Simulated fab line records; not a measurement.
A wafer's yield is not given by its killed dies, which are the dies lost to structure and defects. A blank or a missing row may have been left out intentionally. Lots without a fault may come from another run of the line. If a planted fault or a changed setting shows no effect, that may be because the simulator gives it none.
A lot that was struck, set against a sound lot / flow gf180mcu / 17 out of 602 route steps
Sound: these wafers, L356.3, L356.4, L356.5. Struck: wafer L376.2 (L376.3, L376.4, from the same lot, were not struck and are left out); the cause is given at the end.
For every step that has rows: the tool of each side, followed by ch and its chambers, followed by its first start. Under that, the readings that differ: sound wafers / struck wafers / difference of the means / sigmas: that difference in standard deviations of wafers without a fault.
alike: readings with means less than 2 such deviations apart, plus words and numbers identical on both sides. not compared: withheld readings, readings lacking a value on some wafer, bounds such as >300 that could conceal the same value, and numbers that have no deviation in the record and whose values overlap.
A row with sigmas, a row that says differs or no value, or rows on one side alone: a step with any of these is where the two part. Numbers that have no deviation but don't overlap get no sigmas and don't part them. A reading missing from all wafers of one side parts the sides only when that side holds two or more wafers.

first, 4 steps without rows for these wafers: GF_M3_SOFTBAKE_10 (time 60 s); GF_M3_EXPOSE_11 (exposes mask Metal3, target cd 280 nm); GF_M3_PEB_12 (peb time 90 s); GF_M3_DEVELOP_13 (develop time 60 s).
GF_M3_CD_MEAS_14 targets a cd of 280 nm.
  struck on cd_sem-01, day 28 09:17; sound on cd_sem-02, day 22 18:02
  alike: cd_nm
GF_M3_OVL_MEAS_15:
  struck on overlay-02, day 28 09:23; sound on overlay-02, day 22 18:08
  alike: M3_OVL
GF_M3_METAL_ETCH_16: etches the open film in Cl2/BCl3, stops on SiO2, target depth 750.8 nm, time 125.1 s.
  sound on rie_metal-04 ch 0,1, day 22 18:12; struck on rie_metal-04 ch 0, day 28 09:25
reading=rf_hours_counter_h (h); sound=- - -; struck=14; difference=no value on the sound wafers; sigmas=
  alike: drypump_motor_current_A, oes_product_au, throttle_valve_pct
GF_M3_STRIP_17: strips in O2/N2.
  sound on plasma_asher-02 ch 0,1, day 22 18:19; struck on plasma_asher-02 ch 0, day 28 09:32
reading=rf_hours_counter_h (h); sound=- - -; struck=60; difference=no value on the sound wafers; sigmas=
  alike: drypump_motor_current_A, heater_power_w, oes_product_au, strip_time_to_endpoint_s
then, 3 steps without rows for these wafers: GF_M3_STRIP_18 (strips in post etch residue remover, time 1200 s); GF_M3_CLEAN_19 (cleans in DIW); GF_V3_CVD_00 (deposits SiO2, target thk 600 nm, time 100 s).
GF_V3_THK_MEAS_01:
  struck on film_metro-01, day 28 10:12; sound on film_metro-02, day 22 18:56
  alike: V3_CVD_00_THK
GF_V3_CVD_02: deposits SiO2 from TEOS, target thk 850 nm, time 94.851 s.
  sound on pecvd-03 ch 1,2, day 22 18:58; struck on pecvd-03 ch 0, day 28 10:15
reading=run_length_s (s); sound=122.8 123.0 122.6; struck=112.4; difference=-10.4; sigmas=-20
reading=model.SiO2_of_V3_CVD_02.thk_nm (nm); sound=852.6 850.4 857.5; struck=742.9; difference=-110.6; sigmas=
  alike: heater_power_w
GF_V3_THK_MEAS_03:
  struck on film_metro-01, day 28 10:20; sound on film_metro-04, day 22 19:04
reading=V3_CVD_02_THK (nm); sound=852 850 858; struck=743; difference=-110; sigmas=-10
GF_V3_CMP_04: polishes SiO2.
  sound on cmp-01 ch 1,2,3, day 22 19:12; struck on cmp-01 ch 1, day 28 10:23
reading=time_to_endpoint_s (s); sound=83 77 87; struck=46; difference=-36; sigmas=-8
  alike: motor_current_A, platen_rpm
GF_V3_BOW_MEAS_05:
  struck on film_metro-01, day 28 10:42; sound on film_metro-04, day 22 19:26
  alike: V3_BOW
-- the record jumps here: 6 days lie between the struck wafers' starts before and after (it left off in module V3 and takes up again in module PASSIVATION, whose first step shown is number 602 of the route) --
GF_PASSIVATION_PROBE_99:
  only the struck wafers here have rows in the record (prober-02, day 34 22:11); the sound ones have none

WHERE THEY PART
Last at GF_PASSIVATION_PROBE_99 as far as this record goes, first at GF_M3_METAL_ETCH_16.

WHY: what had been put in by the simulator
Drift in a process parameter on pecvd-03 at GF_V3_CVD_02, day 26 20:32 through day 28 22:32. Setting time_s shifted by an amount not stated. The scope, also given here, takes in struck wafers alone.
